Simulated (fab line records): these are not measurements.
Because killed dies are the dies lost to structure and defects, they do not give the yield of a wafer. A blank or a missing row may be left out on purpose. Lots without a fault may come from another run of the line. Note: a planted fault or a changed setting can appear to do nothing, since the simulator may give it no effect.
A struck lot beside a sound one ; flow gf180mcu ; 15 steps out of a route of 602
Sound: these wafers, L134.3, L134.4, L134.6. Wafers L151.2, L151.5, L151.6 were the ones struck. Last of all comes the cause.
Order at every step that has rows: each side's tool, ch and its chambers, its first start. Under that, the readings that differ: sound wafers ; struck wafers ; difference of the means ; sigmas: that difference in standard deviations of wafers without a fault.
alike: words and numbers the same on both sides, and readings whose means are apart by under 2 such deviations; not compared: readings that were withheld, readings missing a value for some wafer, numbers with overlapping values and no deviation given by the record, and bounds like >300 which may hide the same value.
The two part at a step that has a row with sigmas, a row that says differs or no value, or rows on one side only. Numbers that have no deviation but don't overlap get no sigmas and don't part them. A reading that every wafer of one side lacks parts them only if that side has two wafers or more.

first, 4 steps without rows for these wafers: GF_CONTACT_SOFTBAKE_10 (time 60 s); GF_CONTACT_EXPOSE_11 (exposes mask Contact, target cd 220 nm); GF_CONTACT_PEB_12 (peb time 90 s); GF_CONTACT_DEVELOP_13 (develop time 60 s).
GF_CONTACT_CD_MEAS_14: target cd 220 nm.
  sound on cdSem-02 at day 16 15:52; struck on cdSem-01 at day 22 20:45
  alike: cdNm
GF_CONTACT_OVL_MEAS_15:
  sound on overlay-01 at day 16 15:58; struck on overlay-02 at day 22 20:52
  alike: CONTACT_OVL
GF_CONTACT_ETCH_16: etches BARC in N2/H2.
  sound on rieDiel-01 ch 0,2,3, day 16 15:59; struck on rieDiel-02 ch 0,1,3, day 22 20:53
  alike: drypumpMotorCurrentA, n2FlowSccm, oesProductAu, throttleValvePct
GF_CONTACT_ETCH_17: etches SiO2 in C4F8/O2/Ar, stops on CoSi2, target depth 860 nm.
  sound: rieDiel-01 ch 0,2,3; struck: rieDiel-02 ch 0,1,3
  alike: oesProductAu
GF_CONTACT_STRIP_18: strips in O2/N2.
  sound on plasmaAsher-01 ch 0,1, day 16 16:11; struck on plasmaAsher-03 ch 0,1, day 22 21:03
  alike: drypumpMotorCurrentA, heaterPowerW, n2FlowSccm, oesProductAu
  not compared: rfHoursCounterH
then, 3 steps without rows for these wafers: GF_CONTACT_CLEAN_19 (cleans in SPM); GF_CONTACT_CLEAN_20 (cleans in DIW); GF_CONTACT_CLEAN_21 (cleans in dHF, time 20 s).
GF_CONTACT_SPUTTER_22: material Ti, target thk 15 nm, time 80.02 s.
  sound on pvdSputter-03 at day 16 16:28; struck on pvdSputter-03 at day 22 21:28
reading;sound;struck;difference;sigmas
cathodeDcPowerW (W);2499.6 2500.5 2500.1;2360.1 2359.5 2359.7;-140.3;-99 or more
model.Ti_of_CONTACT_SPUTTER_22.thkNm (nm);14.91 14.78 14.78;14.08 14.15 14.1;-0.71;
  alike: throttleValvePct
GF_CONTACT_SPUTTER_23: material TiN, target thk 10 nm, time 40 s.
  sound on pvdSputter-03 at day 16 16:31; struck on pvdSputter-03 at day 22 21:32
  alike: cathodeDcPowerW, throttleValvePct
-- the record jumps here: 11 days lie between the struck wafers' starts before and after (it left off in module CONTACT and takes up again in module PASSIVATION, whose first step shown is number 602 of the route) --
GF_PASSIVATION_PROBE_99:
  rows exist in the record for the struck wafers here (prober-02, day 34 00:59), but not for the sound ones

WHERE THEY PART
First at GF_CONTACT_SPUTTER_22; last, within this record, at GF_PASSIVATION_PROBE_99.

WHY: what had been put in by the simulator
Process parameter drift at GF_CONTACT_SPUTTER_22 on pvdSputter-03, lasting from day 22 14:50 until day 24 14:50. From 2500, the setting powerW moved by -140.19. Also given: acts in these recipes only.
